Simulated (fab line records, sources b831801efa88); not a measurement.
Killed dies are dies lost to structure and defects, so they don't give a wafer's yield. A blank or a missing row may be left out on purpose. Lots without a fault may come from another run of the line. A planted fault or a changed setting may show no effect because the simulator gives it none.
Problem report in the 8D (eight disciplines) form, filled by code | flow sfq_line | the parts of the form that need people (team, actions taken, sign-off) are left out

1. THE PROBLEM
time_to_endpoint_s at SFQ_TRILAYER_I4_CMP_CMP_100 reads a mean of 114 s on 1 wafer of 1 lot; wafers without a fault read 215 s with a standard deviation of 8.1. That is -12 standard deviations from the usual mean.
The step: polishes SiO2.
First seen on wafer L798.3, day 48 09:44, on cmp-02. The record holds 39 wafers of 13 lots with a number at this step. Rule for "out", or "out of limits": more than 4 standard deviations from the usual mean. The other wafers with a number count as sound.

2. WHAT IT IS AND WHAT IT IS NOT
question                    | is                 | is not
which readings at this step | time_to_endpoint_s | -
which lots                  | L798               | L787, L789, L790, L791, L792, L793, L795, L800, L801, L807, L808, L809
which wafers of those lots  | L798.3             | L798.5, L798.6
read on which tools         | cmp-02             | cmp-01
when                        | from day 48 09:44  | up to then (21 sound wafers); but 17 sound wafers of L798, L800, L801, L807, L808, L809 came after

3. SUSPECTS, AND WHAT RULES EACH OUT
Counting: a tool at a process step up to the reading stays a suspect if it ran every lot that is out. Sound lots after the first of them don't rule it out here, since some wafers of a struck lot are sound.
- cmp-02 at SFQ_TRILAYER_I4_CMP_CMP_100 (polishes SiO2): kept. It ran the lot that is out, L798 (day 48 09:44); its last sound lot up to then is L791 (day 47 01:44). Its own readings are out on those wafers: time_to_endpoint_s.
Left after counting: cmp-02 at SFQ_TRILAYER_I4_CMP_CMP_100.

4. THE CAUSE (what the simulator had put in)
Process parameter drift: cmp-02, from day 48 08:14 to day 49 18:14, at SFQ_TRILAYER_I4_CMP_CMP_100. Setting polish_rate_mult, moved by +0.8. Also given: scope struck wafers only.
Counting left only this tool.

5. THE CHAIN OF EFFECTS, in route order
Each row: a reading whose mean over the struck wafers that have a number lies more than 3 standard deviations from the usual. Only readings for which the record gives a usual standard deviation are gone through. hours: the time from each lot's start at the first step in this table that gives one to its start at this step, as a median over the lots. sigmas: the change in usual standard deviations.
hours | step                        | reading            | usual | on struck wafers | change | sigmas
0     | SFQ_TRILAYER_I4_CMP_CMP_100 | time_to_endpoint_s | 215 s | 114              | -101   | -12
The process steps in it:
- SFQ_TRILAYER_I4_CMP_CMP_100: polishes SiO2.

6. WHAT WOULD HAVE CAUGHT IT SOONER
In this record the first reading out of limits was taken at day 48 09:44, 2 hours after the fault began at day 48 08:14.
